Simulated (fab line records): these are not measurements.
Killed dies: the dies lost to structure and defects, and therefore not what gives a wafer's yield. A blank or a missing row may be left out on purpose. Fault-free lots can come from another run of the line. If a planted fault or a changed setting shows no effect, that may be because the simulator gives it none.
Which tool was responsible? + flow sky130 + 24 lots, 72 wafers sampled, at 4 steps of a route of 708

WHAT EACH GAUGE READ, for each wafer
SKY_FIELD_ISO_BOW_MEAS_00. Usual: INCOMING_BOW typically reads 0 um, with standard deviation 6.7.
| lot  | measured    | on            | INCOMING_BOW (um) | flag |
|------|-------------|---------------|-------------------|------|
| L074 | day 1 10:00 | film_metro-03 | -7 8 0            |      |
| L075 | day 1 15:01 | film_metro-03 | 6 -6 -7           |      |
| L076 | day 1 20:00 | film_metro-04 | 4 -1 15           |      |
| L077 | day 2 01:04 | film_metro-02 | -8 -9 3           |      |
| L078 | day 2 06:00 | film_metro-03 | -20 -8 3          |      |
| L079 | day 2 11:00 | film_metro-02 | -3 18 3           |      |
| L080 | day 2 16:00 | film_metro-02 | -1 -3 5           |      |
| L081 | day 2 21:01 | film_metro-02 | 0 3 0             |      |
| L082 | day 3 02:01 | film_metro-03 | 3 -11 11          |      |
| L083 | day 3 07:00 | film_metro-02 | 3 2 3             |      |
| L084 | day 3 12:00 | film_metro-03 | 4 3 -8            |      |
| L085 | day 3 17:04 | film_metro-03 | -3 5 -4           |      |
| L086 | day 3 22:00 | film_metro-02 | -6 0 9            |      |
| L087 | day 4 03:01 | film_metro-03 | 4 -12 -3          |      |
| L088 | day 4 08:01 | film_metro-02 | 3 13 -1           |      |
| L089 | day 4 13:00 | film_metro-04 | 4 10 -5           |      |
| L090 | day 4 18:00 | film_metro-02 | -4 7 0            |      |
| L091 | day 4 23:00 | film_metro-04 | -3 1 3            |      |
| L092 | day 5 04:01 | film_metro-03 | 6 -4 -3           |      |
| L093 | day 5 09:01 | film_metro-04 | -7 6 -1           |      |
| L094 | day 5 14:00 | film_metro-04 | 7 -7 -4           |      |
| L095 | day 5 19:02 | film_metro-04 | -9 -1 1           |      |
| L096 | day 6 00:01 | film_metro-03 | -4 9 -11          |      |
| L097 | day 6 05:00 | film_metro-04 | -10 -3 -1         |      |

SKY_PWDE_TW_MEAS_10. Usual: PWDE_TW typically reads 374.2, with standard deviation 1.4.
| lot  | measured    | on            | PWDE_TW           | flag |
|------|-------------|---------------|-------------------|------|
| L074 | day 3 20:53 | film_metro-04 | 374.5 375.8 375.2 |      |
| L075 | day 4 02:56 | film_metro-04 | 371.7 372.3 373.4 |      |
| L076 | day 4 16:35 | film_metro-03 | 372.9 374.8 372.4 |      |
| L077 | day 5 01:22 | film_metro-04 | 372.0 372.9 374.4 |      |
| L078 | day 5 20:50 | film_metro-03 | 374.1 373.1 373.9 |      |
| L079 | day 5 21:05 | film_metro-04 | 374.4 373.8 373.6 |      |
| L080 | day 6 03:53 | film_metro-01 | 376.1 375.1 375.8 |      |
| L081 | day 6 04:26 | film_metro-01 | 372.4 375.8 374.7 |      |
| L082 | day 6 04:15 | film_metro-04 | 373.1 373.5 373.6 |      |
| L083 | day 6 08:55 | film_metro-03 | 375.6 375.8 376.7 |      |
| L084 | day 6 08:44 | film_metro-01 | 373.3 372.4 374.3 |      |
| L085 | day 6 13:01 | film_metro-01 | 373.1 374.7 375.1 |      |
| L086 | day 7 01:32 | film_metro-01 | 371.9 375.5 374.3 |      |
| L087 | day 7 01:54 | film_metro-01 | 375.2 374.5 375.2 |      |
| L088 | day 8 00:47 | film_metro-03 | 373.7 374.8 375.3 |      |
| L089 | day 7 23:20 | film_metro-04 | 374.3 375.2 375.9 |      |
| L090 | day 8 00:29 | film_metro-01 | 376.4 375.2 374.7 |      |
| L091 | day 8 13:19 | film_metro-04 | 374.5 373.7 374.2 |      |
| L092 | day 8 13:17 | film_metro-01 | 377.2 376.4 375.5 |      |
| L093 | day 8 18:59 | film_metro-04 | 372.6 373.2 374.1 |      |
| L094 | day 8 19:38 | film_metro-03 | 378.0 374.9 376.1 |      |
| L095 | day 9 01:09 | film_metro-01 | 373.6 372.9 373.4 |      |
| L096 | day 9 02:44 | film_metro-01 | 373.4 373.8 373.1 |      |
| L097 | day 9 10:34 | film_metro-01 | 373.5 372.0 373.2 |      |

SKY_VT_ADJUST_LVTN_OVL_MEAS_07. Usual: VT_ADJUST_LVTN_OVL typically reads 0.2 nm, with standard deviation 1.2.
| lot  | measured     | on         | VT_ADJUST_LVTN_OVL (nm) | flag |
|------|--------------|------------|-------------------------|------|
| L074 | day 6 15:38  | overlay-02 | 1.0 1.5 -0.1            |      |
| L075 | day 6 21:01  | overlay-01 | 0.8 0.8 1.5             |      |
| L076 | day 7 15:29  | overlay-02 | -0.9 -2.4 0.3           |      |
| L077 | day 8 03:11  | overlay-02 | 0.0 -0.4 2.8            |      |
| L078 | day 9 02:59  | overlay-02 | 0.3 1.4 0.6             |      |
| L079 | day 9 03:56  | overlay-02 | 1.1 -0.3 1.6            |      |
| L080 | day 9 13:14  | overlay-01 | -0.5 -2.5 -1.9          |      |
| L081 | day 9 14:16  | overlay-01 | -0.5 2.0 -0.3           |      |
| L082 | day 9 13:50  | overlay-01 | 1.1 1.5 2.4             |      |
| L083 | day 9 17:25  | overlay-02 | 0.6 0.2 0.5             |      |
| L084 | day 9 17:04  | overlay-01 | -1.4 -1.6 -2.8          |      |
| L085 | day 9 23:14  | overlay-02 | -1.1 -0.7 -1.4          |      |
| L086 | day 10 13:43 | overlay-01 | -0.7 -0.6 -0.5          |      |
| L087 | day 10 14:53 | overlay-01 | -1.0 1.2 0.0            |      |
| L088 | day 11 17:42 | overlay-01 | 1.7 0.6 0.8             |      |
| L089 | day 11 15:22 | overlay-01 | -0.1 -0.6 3.2           |      |
| L090 | day 11 16:01 | overlay-02 | -0.5 0.4 -1.3           |      |
| L091 | day 12 08:20 | overlay-01 | -0.5 0.0 -1.2           |      |
| L092 | day 12 07:13 | overlay-01 | 0.1 0.2 -0.4            |      |
| L093 | day 12 14:53 | overlay-02 | -0.7 0.4 -1.1           |      |
| L094 | day 12 15:14 | overlay-01 | 0.1 1.2 0.9             |      |
| L095 | day 12 20:45 | overlay-01 | 2.5 1.7 1.6             |      |
| L096 | day 12 23:55 | overlay-01 | -0.3 -1.1 -1.0          |      |
| L097 | day 13 06:47 | overlay-02 | 2.0 2.1 0.5             |      |

SKY_METAL1_OVL_MEAS_16. Usual: METAL1_OVL typically reads -6 nm, with standard deviation 4.5.
| lot  | measured     | on         | METAL1_OVL (nm) | flag |
|------|--------------|------------|-----------------|------|
| L074 | day 32 07:37 | overlay-02 | -4 -9 -1        |      |
| L075 | day 32 09:52 | overlay-02 | -14 -9 -7       |      |
| L076 | day 33 11:11 | overlay-01 | -10 -16 -4      |      |
| L077 | day 34 01:26 | overlay-02 | -6 -7 -9        |      |
| L078 | day 35 10:10 | overlay-01 | -2 -7 1         |      |
| L079 | day 35 11:24 | overlay-02 | -2 -6 -11       |      |
| L080 | day 35 19:49 | overlay-01 | 6 2 -5          |      |
| L081 | day 36 04:47 | overlay-01 | -3 -7 1         |      |
| L082 | day 36 02:37 | overlay-01 | -4 -8 -16       |      |
| L083 | day 36 05:51 | overlay-02 | -2 -4 -8        |      |
| L084 | day 36 07:01 | overlay-02 | -7 -1 -8        |      |
| L085 | day 36 07:41 | overlay-02 | -5 1 -9         |      |
| L086 | day 37 12:12 | overlay-01 | -15 -11 0       |      |
| L087 | day 37 09:19 | overlay-01 | -11 -9 -13      |      |
| L088 | day 38 11:01 | overlay-01 | -7 -3 -5        |      |
| L089 | day 38 11:55 | overlay-02 | -6 -4 -7        |      |
| L090 | day 38 08:32 | overlay-02 | -10 -4 -6       |      |
| L091 | day 38 23:04 | overlay-02 | -12 -12 -10     |      |
| L092 | day 38 22:25 | overlay-02 | -11 -3 -1       |      |
| L093 | day 39 05:28 | overlay-02 | -3 -10 -8       |      |
| L094 | day 39 08:00 | overlay-01 | -6 -5 -4        |      |
| L095 | day 39 20:28 | overlay-01 | 5 -5 -1         |      |
| L096 | day 39 16:16 | overlay-01 | -6 -8 -5        |      |
| L097 | day 40 00:09 | overlay-02 | -4 1 -5         |      |

WHAT TOOL EACH LOT RAN ON (gives the tool, then ch and the chambers of the sampled wafers, and finally the start)
The record holds no process step before these readings.

AS READ BY THE TOOLS THEMSELVES (means over the sampled wafers that have a number; for cases with no such wafer, the mark the record gives instead)
The record holds no such reading with a usual standard deviation.

THE ANSWER, worked out from the rows above alone
Rule: lot off if the mean of its wafers having a number is beyond 3 standard deviations from the usual mean. A lot without any number at a reading at which 4 lots or more have one is off too. All remaining lots with rows at the step are treated as sound. First the gauges in route order, then the tools' own readings, where a lot's mean is used as printed above. The first step at which some lot is off is used, and at that step the reading that is off furthest; a lot without a number counts as furthest.
Nothing can be told from this: no lot is off at any reading shown.

WHAT THE SIMULATOR PUT IN
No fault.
